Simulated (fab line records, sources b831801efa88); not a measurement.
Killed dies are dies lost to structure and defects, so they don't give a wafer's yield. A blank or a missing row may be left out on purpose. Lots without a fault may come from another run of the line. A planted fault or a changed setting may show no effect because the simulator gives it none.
Which tool did it? | flow gf180mcu | 13 lots, 39 wafers sampled, at 2 steps of a route of 602

WHAT THE GAUGES READ, wafer by wafer
GF_V4_RS_MEAS_24: measures by four-point-probe.
lot  | measured     | on            | V4_W_RS (ohm/sq)
L415 | day 24 09:02 | film_metro-01 | 0.325 0.324 0.329
L416 | day 24 18:59 | film_metro-04 | 0.322 0.323 0.324
L417 | day 25 06:59 | film_metro-01 | 0.327 0.328 0.328
L419 | day 25 20:46 | film_metro-04 | 0.337 0.331 0.334
L420 | day 26 05:18 | film_metro-03 | 0.331 0.334 0.333
L421 | day 26 07:22 | film_metro-03 | 0.327 0.328 0.330
L422 | day 26 23:38 | film_metro-03 | 0.331 0.337 0.336
L423 | day 27 02:07 | film_metro-01 | 0.328 0.323 0.327
L424 | day 27 09:26 | film_metro-01 | 0.333 0.325 0.327
L425 | day 27 22:26 | film_metro-04 | 0.332 0.324 0.330
L426 | day 28 05:36 | film_metro-04 | 0.322 0.327 0.326
L428 | day 28 12:50 | film_metro-04 | 0.330 0.330 0.332
L429 | day 29 00:05 | film_metro-01 | 0.325 0.324 0.323

GF_MIM_RS_MEAS_10: measures by four-point-probe.
lot  | measured     | on            | MIM_ALCU_RS (ohm/sq)
L415 | day 24 09:56 | film_metro-04 | 0.1646 0.1622 0.1607
L416 | day 24 19:53 | film_metro-02 | 0.1627 0.1586 0.1609
L417 | day 25 07:53 | film_metro-04 | 0.1608 0.1620 0.1594
L419 | day 25 21:39 | film_metro-04 | 0.1575 0.1591 0.1569
L420 | day 26 06:11 | film_metro-02 | 0.1592 0.1589 0.1586
L421 | day 26 08:16 | film_metro-02 | 0.1639 0.1619 0.1610
L422 | day 27 00:31 | film_metro-01 | 0.1645 0.1636 0.1627
L423 | day 27 03:00 | film_metro-02 | 0.1601 0.1602 0.1602
L424 | day 27 10:19 | film_metro-01 | 0.1569 0.1602 0.1578
L425 | day 27 23:20 | film_metro-02 | 0.1599 0.1573 0.1597
L426 | day 28 06:30 | film_metro-02 | 0.1606 0.1607 0.1594
L428 | day 28 13:43 | film_metro-02 | 0.1635 0.1613 0.1636
L429 | day 29 00:59 | film_metro-02 | 0.1596 0.1584 0.1610

WHICH TOOL RAN EACH LOT (tool, then ch and the chambers of the sampled wafers, then the start)
The record holds no process step before these readings.

WHAT THE TOOLS THEMSELVES READ (means of the sampled wafers that have a number; where no wafer has one, the mark that the record gives instead)
The record holds no such reading with a usual standard deviation.

THE ANSWER, worked out from the rows above alone
Rule: what is usual is taken from the lots themselves. Put in order of their means at a reading, lots are off if they are a third of the lots or fewer, leave a main group of 4 or more, and stand apart from it by a gap of 3 or more times the standard deviation of the main group's means; of several such gaps the widest counts. A main group whose means are all the same, to the digits that the tables above print for the reading, isn't used. A lot without any number at a reading at which 4 lots or more have one is off too. The other lots that the step has rows for count as sound. The gauges are gone through in route order, then the tools' own readings, and for those a lot's mean is taken as printed above. The first step at which some lot is off is used, and at that step the reading that is off furthest; a lot without a number counts as furthest.
No lot is off at any reading shown: from this, nothing can be told.

WHAT THE SIMULATOR HAD PUT IN
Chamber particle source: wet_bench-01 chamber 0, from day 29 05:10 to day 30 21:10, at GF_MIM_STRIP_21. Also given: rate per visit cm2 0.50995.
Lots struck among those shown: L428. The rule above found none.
